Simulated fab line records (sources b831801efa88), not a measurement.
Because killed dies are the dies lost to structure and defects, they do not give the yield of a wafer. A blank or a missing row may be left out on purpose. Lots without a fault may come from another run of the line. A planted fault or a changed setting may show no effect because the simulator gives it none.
What tool caused it? ; flow sky130 ; 30 wafers from 10 lots sampled at 5 of the route's 708 steps

## WHAT EACH GAUGE READ, for each wafer
SKY_VIA3_THK_MEAS_23: measures by xrf.
lot;measured;on;VIA3_W_THK (nm)
L949;day 39 11:46;filmMetro-03;405 403 404
L957;day 42 03:20;filmMetro-03;410 405 402
L962;day 43 21:22;filmMetro-03;405 405 405
L963;day 43 21:50;filmMetro-01;412 417 410
L967;day 45 09:22;filmMetro-04;409 407 411
L968;day 45 11:55;filmMetro-04;415 420 415
L969;day 45 14:41;filmMetro-04;415 411 407
L970;day 45 18:46;filmMetro-03;405 401 397
L971;day 46 01:10;filmMetro-03;403 403 403
L972;day 46 01:35;filmMetro-03;405 404 406

## EACH LOT AND THE TOOL THAT RAN IT (in order: tool; ch and the chambers of the sampled wafers; start)
lot;SKY_METAL3_DESCUM_15;SKY_METAL3_ETCH_16;SKY_VIA3_ETCH_14;SKY_VIA3_STRIP_16
L949;rieMetal-04 ch 0, day 38 07:22;rieMetal-04 ch 0, day 38 07:24;rieDiel-03 ch 1,3, day 39 10:46;plasmaAsher-02 ch 0, day 39 10:52
L957;rieMetal-01 ch 0,1, day 41 00:22;rieMetal-01 ch 0,1, day 41 00:24;rieDiel-04 ch 0,1,2, day 42 02:16;plasmaAsher-03 ch 0,1, day 42 02:22
L962;rieMetal-03 ch 0,1, day 42 19:49;rieMetal-03 ch 0,1, day 42 19:50;rieDiel-03 ch 0,1,2, day 43 20:22;plasmaAsher-02 ch 0,1, day 43 20:28
L963;rieMetal-01 ch 0,1, day 42 19:55;rieMetal-01 ch 0,1, day 42 19:56;rieDiel-01 ch 0,1,2, day 43 20:29;plasmaAsher-04 ch 0,1, day 43 20:35
L967;rieMetal-04 ch 0,1, day 44 08:43;rieMetal-04 ch 0,1, day 44 08:46;rieDiel-03 ch 0,2, day 45 08:19;plasmaAsher-02 ch 0,1, day 45 08:26
L968;rieMetal-01 ch 0,1, day 44 11:28;rieMetal-01 ch 0,1, day 44 11:30;rieDiel-04 ch 1,2,3, day 45 10:55;plasmaAsher-03 ch 0,1, day 45 11:01
L969;rieMetal-01 ch 0,1, day 44 14:53;rieMetal-01 ch 0,1, day 44 14:56;rieDiel-04 ch 1,2,3, day 45 13:40;plasmaAsher-02 ch 0,1, day 45 13:47
L970;rieMetal-03 ch 0,1, day 44 19:22;rieMetal-03 ch 0,1, day 44 19:23;rieDiel-04 ch 1,2,3, day 45 17:46;plasmaAsher-02 ch 0,1, day 45 17:52
L971;rieMetal-01 ch 1, day 45 01:31;rieMetal-01 ch 1, day 45 01:36;rieDiel-01 ch 0,1,2, day 46 00:10;plasmaAsher-04 ch 0,1, day 46 00:16
L972;rieMetal-03 ch 0,1, day 45 02:16;rieMetal-03 ch 0,1, day 45 02:17;rieDiel-04 ch 1,2,3, day 46 00:35;plasmaAsher-03 ch 0,1, day 46 00:41
- SKY_METAL3_DESCUM_15: chemistry O2, time 8 s.
- SKY_METAL3_ETCH_16: etches BARC in N2/H2, stops on SiO2, time 88.2 s, target depth 60 nm.
- SKY_VIA3_ETCH_14: etches BARC in N2/H2, stops on SiO2, time 45.9 s, target depth 60 nm.
- SKY_VIA3_STRIP_16: strips in O2/N2.

## THE ANSWER, worked out from the rows above alone
Rule: what is usual is taken from the lots themselves. Put in order of their means at a reading, lots are off if they are a third of the lots or fewer, leave a main group of 4 or more, and stand apart from it by a gap of 3 or more times the standard deviation of the main group's means; of several such gaps the widest counts. Not used: any main group whose means are identical at the precision the tables above print for the reading. A lot without any number at a reading at which 4 lots or more have one is off too. Any other lot the step has rows for is counted as sound.
Nothing can be told from this: no lot is off at any reading shown.

## WHAT THE SIMULATOR HAD PUT IN
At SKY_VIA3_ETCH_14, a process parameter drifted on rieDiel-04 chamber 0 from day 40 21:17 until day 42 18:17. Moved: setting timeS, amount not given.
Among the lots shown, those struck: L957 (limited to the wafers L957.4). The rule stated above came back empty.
